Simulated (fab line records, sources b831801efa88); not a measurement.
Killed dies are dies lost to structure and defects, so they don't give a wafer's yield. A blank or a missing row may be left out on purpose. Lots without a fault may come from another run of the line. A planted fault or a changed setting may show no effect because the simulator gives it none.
A struck lot beside a sound one | flow sky130 | 15 steps out of a route of 708
Sound: wafers L564.1, L564.5, L564.6. Struck: wafers L575.2, L575.4, L575.5. The cause comes at the end.
At each step with rows: each side's tool, then ch and its chambers, then its first start. Under that, the readings that differ: sound wafers | struck wafers | difference of the means | sigmas: that difference in standard deviations of wafers without a fault.
alike: readings whose means differ by less than 2 such deviations, and words and numbers that are the same on both sides. not compared: withheld readings, readings that some wafer has no value for, bounds like >300 that may hide the same value, and numbers for which the record gives no deviation and whose values overlap.
The two part at a step that has a row with sigmas, a row that says differs or no value, or rows on one side only. Numbers that don't overlap but have no deviation are shown without sigmas and don't part them. A reading that every wafer of one side lacks parts them only if that side has two wafers or more.

first, 4 steps without rows for these wafers: SKY_VT_ADJUST_LVTN_SOFTBAKE_03; SKY_VT_ADJUST_LVTN_EXPOSE_04 (exposes mask NWM COMPLEMENT LESS NATIVE, target cd 840 nm); SKY_VT_ADJUST_LVTN_PEB_05; SKY_VT_ADJUST_LVTN_DEVELOP_06 (develop time 60 s).
SKY_VT_ADJUST_LVTN_OVL_MEAS_07:
  sound on overlay-01, day 7 05:10; struck on overlay-02, day 10 06:40
  alike: VT_ADJUST_LVTN_OVL
then, 1 step without rows for these wafers: SKY_VT_ADJUST_LVTN_IMPLANT_08.
SKY_VT_ADJUST_LVTN_STRIP_09: strips in O2/N2.
  sound on plasma_asher-04 ch 0,1, day 7 05:21; struck on plasma_asher-03 ch 0,1, day 10 06:51
  alike: drypump_motor_current_A, oes_product_au, strip_time_to_endpoint_s
  not compared: rf_hours_counter_h
SKY_VT_ADJUST_LVTN_TW_MEAS_10:
  sound on film_metro-01, day 7 05:27; struck on film_metro-02, day 10 06:58
  alike: VT_ADJUST_LVTN_TW
then, 4 steps without rows for these wafers: SKY_VT_ADJUST_LVTN_DEHYDRATE_11 (time 60 s); SKY_VT_ADJUST_LVTN_HMDS_12 (prime time 60 s); SKY_VT_ADJUST_LVTN_COAT_13 (resist thk 1140 nm); SKY_VT_ADJUST_LVTN_SOFTBAKE_14 (time 60 s).
SKY_VT_ADJUST_LVTN_EXPOSE_15: exposes mask HVN STD DERIVED, target cd 600 nm.
  sound on iline_stepper-02 ch 0, day 7 15:13; struck on iline_stepper-02 ch 0, day 10 18:26
  reading              | sound                | struck               | difference | sigmas
  exposure_dose_mJ_cm2 | 163.05 163.07 163.01 | 154.66 154.92 154.55 | -8.33      | -56
  alike: mask, reticle_temp_C
then, 1 step without rows for these wafers: SKY_VT_ADJUST_LVTN_PEB_16.
SKY_PAD_OPEN_PROBE_99:
  the record has rows for the sound wafers here (prober-01, day 46 09:29) and none for the struck ones

WHERE THEY PART
First at SKY_VT_ADJUST_LVTN_EXPOSE_15; last, within this record, at SKY_PAD_OPEN_PROBE_99.

WHY: what the simulator had put in
Process parameter drift: iline_stepper-02, from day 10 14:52 on, at SKY_VT_ADJUST_LVTN_EXPOSE_15. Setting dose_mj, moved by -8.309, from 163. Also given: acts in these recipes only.
